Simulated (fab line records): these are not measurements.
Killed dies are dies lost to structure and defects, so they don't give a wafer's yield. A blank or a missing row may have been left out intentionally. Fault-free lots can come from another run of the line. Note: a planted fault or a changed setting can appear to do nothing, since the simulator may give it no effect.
Which tool was responsible? -- flow gf180mcu -- 24 lots with 72 wafers sampled at 5 steps, on a route of 602 steps

== WHAT THE GAUGES READ, wafer by wafer ==
GF_V4_THK_MEAS_03. Usual: V4_CVD_02_THK typically reads 852 nm, with standard deviation 11.
lot,measured,on,V4_CVD_02_THK (nm),flag
L074,day 24 02:35,filmMetro-04,856 868 877,
L075,day 24 03:14,filmMetro-01,834 828 837,
L076,day 24 15:02,filmMetro-04,843 862 866,
L077,day 24 20:37,filmMetro-01,856 857 872,
L078,day 25 01:11,filmMetro-02,840 852 853,
L079,day 25 03:42,filmMetro-04,845 861 854,
L080,day 25 16:30,filmMetro-02,839 857 850,
L081,day 25 22:21,filmMetro-01,847 851 849,
L082,day 26 09:37,filmMetro-02,852 874 863,
L083,day 27 02:56,filmMetro-04,863 847 870,
L084,day 27 04:46,filmMetro-04,841 846 853,
L085,day 27 07:59,filmMetro-04,850 858 872,
L086,day 27 16:23,filmMetro-04,835 830 858,
L087,day 28 02:07,filmMetro-01,840 860 841,
L088,day 28 07:56,filmMetro-04,854 861 857,
L089,day 28 10:37,filmMetro-01,838 857 858,
L090,day 28 16:32,filmMetro-04,853 848 851,
L091,day 29 01:44,filmMetro-04,829 840 846,
L092,day 29 05:40,filmMetro-04,846 843 863,
L093,day 29 18:17,filmMetro-01,844 849 868,
L094,day 29 22:38,filmMetro-02,840 836 852,
L095,day 30 05:43,filmMetro-02,838 836 853,
L096,day 30 11:18,filmMetro-02,835 835 849,
L097,day 30 15:32,filmMetro-02,855 862 875,

GF_V4_BOW_MEAS_05. Usual: V4_BOW typically reads 135 um, with standard deviation 7.8.
lot,measured,on,V4_BOW (um),flag
L074,day 24 02:58,filmMetro-01,132 128 136,
L075,day 24 03:36,filmMetro-01,125 129 131,
L076,day 24 15:25,filmMetro-02,140 142 152,
L077,day 24 20:59,filmMetro-04,127 132 140,
L078,day 25 01:32,filmMetro-04,136 134 138,
L079,day 25 04:05,filmMetro-02,132 128 131,
L080,day 25 17:18,filmMetro-02,131 120 127,
L081,day 25 22:43,filmMetro-04,127 131 131,
L082,day 26 09:59,filmMetro-01,132 120 123,
L083,day 27 03:18,filmMetro-04,137 136 132,
L084,day 27 05:08,filmMetro-04,148 133 148,
L085,day 27 08:26,filmMetro-04,136 147 139,
L086,day 27 16:45,filmMetro-04,126 133 125,
L087,day 28 02:28,filmMetro-04,137 142 141,
L088,day 28 08:19,filmMetro-01,137 130 134,
L089,day 28 10:59,filmMetro-02,139 142 137,
L090,day 28 16:53,filmMetro-04,142 143 146,
L091,day 29 02:05,filmMetro-04,144 135 140,
L092,day 29 06:01,filmMetro-02,149 142 139,
L093,day 29 18:40,filmMetro-02,136 137 130,
L094,day 29 23:00,filmMetro-04,135 124 124,
L095,day 30 06:04,filmMetro-02,138 131 138,
L096,day 30 11:40,filmMetro-01,136 138 153,
L097,day 30 15:53,filmMetro-01,136 141 136,

GF_V4_THK_MEAS_25: measures by xrf. Usual: V4_W_THK typically reads 351 nm, with standard deviation 4.
lot,measured,on,V4_W_THK (nm),flag
L074,day 25 02:01,filmMetro-04,356 358 354,
L075,day 25 02:38,filmMetro-01,349 345 348,
L076,day 25 14:02,filmMetro-01,351 349 349,
L077,day 25 19:29,filmMetro-04,353 350 350,
L078,day 25 23:47,filmMetro-01,353 350 350,
L079,day 26 02:33,filmMetro-02,353 357 355,
L080,day 26 15:32,filmMetro-01,342 341 344,
L081,day 26 20:52,filmMetro-04,352 351 357,
L082,day 27 07:28,filmMetro-04,356 347 355,
L083,day 28 00:08,filmMetro-01,357 357 356,
L084,day 28 03:13,filmMetro-01,355 350 354,
L085,day 28 06:17,filmMetro-01,354 353 355,
L086,day 28 14:09,filmMetro-02,356 352 351,
L087,day 28 23:58,filmMetro-04,352 351 351,
L088,day 29 05:41,filmMetro-02,355 353 356,
L089,day 29 07:43,filmMetro-02,352 356 352,
L090,day 29 13:35,filmMetro-02,354 350 356,
L091,day 29 22:47,filmMetro-01,349 349 350,
L092,day 30 02:20,filmMetro-02,349 357 350,
L093,day 30 15:04,filmMetro-02,350 354 356,
L094,day 30 17:52,filmMetro-04,351 350 350,
L095,day 31 01:13,filmMetro-04,351 355 351,
L096,day 31 06:50,filmMetro-01,345 352 352,
L097,day 31 10:17,filmMetro-01,343 351 348,

== EACH LOT AND THE TOOL THAT RAN IT (in order: tool; ch and the chambers of the sampled wafers; start) ==
lot,GF_M4_METAL_ETCH_16,GF_V4_STRIP_18
L074,"rieMetal-03 ch 0,1, day 24 01:44","plasmaAsher-04 ch 0,1, day 25 01:10"
L075,"rieMetal-04 ch 0,1, day 24 02:02","plasmaAsher-04 ch 0,1, day 25 01:46"
L076,"rieMetal-04 ch 0,1, day 24 14:10","plasmaAsher-01 ch 0,1, day 25 13:09"
L077,"rieMetal-04 ch 0, day 24 19:44","plasmaAsher-03 ch 0,1, day 25 18:36"
L078,"rieMetal-04 ch 0,1, day 25 00:19","plasmaAsher-03 ch 0,1, day 25 22:55"
L079,"rieMetal-02 ch 0,1, day 25 02:52","plasmaAsher-03 ch 0,1, day 26 01:35"
L080,"rieMetal-04 ch 0,1, day 25 15:32","plasmaAsher-03 ch 0,1, day 26 14:37"
L081,"rieMetal-02 ch 0, day 25 21:22","plasmaAsher-01 ch 0,1, day 26 19:49"
L082,"rieMetal-03 ch 0,1, day 26 08:44","plasmaAsher-01 ch 0,1, day 27 06:37"
L083,"rieMetal-03 ch 0,1, day 27 02:03","plasmaAsher-01 ch 0,1, day 27 23:15"
L084,"rieMetal-02 ch 0,1, day 27 03:44","plasmaAsher-01 ch 0,1, day 28 02:18"
L085,"rieMetal-04 ch 1, day 27 07:07","plasmaAsher-01 ch 0, day 28 05:25"
L086,"rieMetal-02 ch 0,1, day 27 15:31","plasmaAsher-03 ch 0,1, day 28 13:10"
L087,"rieMetal-04 ch 0,1, day 28 01:14","plasmaAsher-04 ch 0,1, day 28 23:04"
L088,"rieMetal-03 ch 1, day 28 06:40","plasmaAsher-03 ch 0,1, day 29 04:50"
L089,"rieMetal-03 ch 1, day 28 09:39","plasmaAsher-04 ch 1, day 29 06:49"
L090,"rieMetal-03 ch 1, day 28 15:08","plasmaAsher-03 ch 0,1, day 29 12:43"
L091,"rieMetal-02 ch 0,1, day 29 00:50","plasmaAsher-03 ch 0,1, day 29 21:52"
L092,"rieMetal-04 ch 0,1, day 29 04:47","plasmaAsher-03 ch 0,1, day 30 01:00"
L093,"rieMetal-02 ch 1, day 29 17:17","plasmaAsher-03 ch 0,1, day 30 13:50"
L094,"rieMetal-02 ch 1, day 29 21:37","plasmaAsher-04 ch 0,1, day 30 16:54"
L095,"rieMetal-03 ch 0,1, day 30 04:47","plasmaAsher-03 ch 0,1, day 30 23:58"
L096,"rieMetal-04 ch 0,1, day 30 10:26","plasmaAsher-04 ch 0,1, day 31 05:58"
L097,"rieMetal-02 ch 0,1, day 30 14:40","plasmaAsher-04 ch 0,1, day 31 09:25"
- GF_M4_METAL_ETCH_16: etches the open film in Cl2/BCl3, stops on SiO2, target depth 750.8 nm, time 125.1 s.
- GF_V4_STRIP_18: strips in O2/N2.

== AS READ BY THE TOOLS THEMSELVES (means over the sampled wafers that have a number; for cases with no such wafer, the mark the record gives instead) ==
GF_M4_METAL_ETCH_16. Usual: drypumpMotorCurrentA 6.0 A, standard deviation 0.45; oesProductAu 0.990 a.u., standard deviation 0.006; throttleValvePct 28.229 %, standard deviation 0.01.
lot,tool,drypumpMotorCurrentA (A),oesProductAu (a.u.),throttleValvePct (%),flag
L074,rieMetal-03,6.0,0.986,28.231,
L075,rieMetal-04,5.6,0.993,28.222,
L076,rieMetal-04,5.5,0.994,28.226,
L077,rieMetal-04,5.7,0.995,28.215,
L078,rieMetal-04,5.6,0.992,28.229,
L079,rieMetal-02,6.5,0.989,28.223,
L080,rieMetal-04,5.6,0.990,28.231,
L081,rieMetal-02,6.4,0.989,28.221,
L082,rieMetal-03,6.1,0.986,28.230,
L083,rieMetal-03,6.0,0.991,28.230,
L084,rieMetal-02,6.6,0.991,28.220,
L085,rieMetal-04,5.4,0.981,28.232,
L086,rieMetal-02,6.5,0.996,28.225,
L087,rieMetal-04,5.6,0.991,28.230,
L088,rieMetal-03,5.9,0.988,28.237,
L089,rieMetal-03,5.8,0.986,28.237,
L090,rieMetal-03,5.8,0.991,28.236,
L091,rieMetal-02,6.6,0.995,28.229,
L092,rieMetal-04,5.6,0.989,28.224,
L093,rieMetal-02,6.7,0.991,28.216,
L094,rieMetal-02,6.6,0.996,28.233,
L095,rieMetal-03,5.9,0.989,28.229,
L096,rieMetal-04,5.5,0.983,28.239,
L097,rieMetal-02,6.5,0.994,28.226,

GF_V4_STRIP_18. Usual: drypumpMotorCurrentA 5.8 A, standard deviation 0.45; heaterPowerW 332 W, standard deviation 22; n2FlowSccm 300.0 sccm, standard deviation 0.97; oesProductAu 0.592 a.u., standard deviation 0.0049.
lot,tool,drypumpMotorCurrentA (A),heaterPowerW (W),n2FlowSccm (sccm),oesProductAu (a.u.),flag
L074,plasmaAsher-04,5.8,325,299.7,0.597,
L075,plasmaAsher-04,6.1,327,300.1,0.594,
L076,plasmaAsher-01,5.4,367,299.1,0.595,
L077,plasmaAsher-03,6.0,318,299.6,0.591,
L078,plasmaAsher-03,5.7,321,300.0,0.596,
L079,plasmaAsher-03,6.0,316,299.8,0.593,
L080,plasmaAsher-03,5.7,326,300.7,0.594,
L081,plasmaAsher-01,5.4,367,301.4,0.592,
L082,plasmaAsher-01,5.8,346,299.2,0.595,
L083,plasmaAsher-01,5.8,348,299.6,0.597,
L084,plasmaAsher-01,5.8,352,299.3,0.592,
L085,plasmaAsher-01,6.1,335,299.9,0.591,
L086,plasmaAsher-03,5.7,320,301.0,0.594,
L087,plasmaAsher-04,6.1,329,300.7,0.588,
L088,plasmaAsher-03,5.7,322,301.5,0.590,
L089,plasmaAsher-04,6.5,338,299.6,0.587,
L090,plasmaAsher-03,6.0,316,299.8,0.595,
L091,plasmaAsher-03,6.0,317,300.6,0.595,
L092,plasmaAsher-03,6.0,320,299.0,0.587,
L093,plasmaAsher-03,5.7,322,300.1,0.592,
L094,plasmaAsher-04,6.1,326,299.3,0.595,
L095,plasmaAsher-03,5.7,318,299.7,0.591,
L096,plasmaAsher-04,5.8,324,300.2,0.589,
L097,plasmaAsher-04,6.2,337,299.7,0.596,

== THE ANSWER, worked out from the rows above alone ==
Rule: a lot counts as off when the mean over its wafers that have a number is more than 3 standard deviations away from the usual mean. A lot without any number at a reading at which 4 lots or more have one is off too. Where the step has rows for the other lots, those lots are counted as sound. After the gauges, taken in route order, come the tools' own readings; for these a lot's mean is taken, as printed above. At the first step where some lot is off, the reading lying furthest off is the one used; lots without a number count as furthest.
No lot is off at any reading shown: from this, nothing can be told.

== WHAT HAD BEEN PUT IN BY THE SIMULATOR ==
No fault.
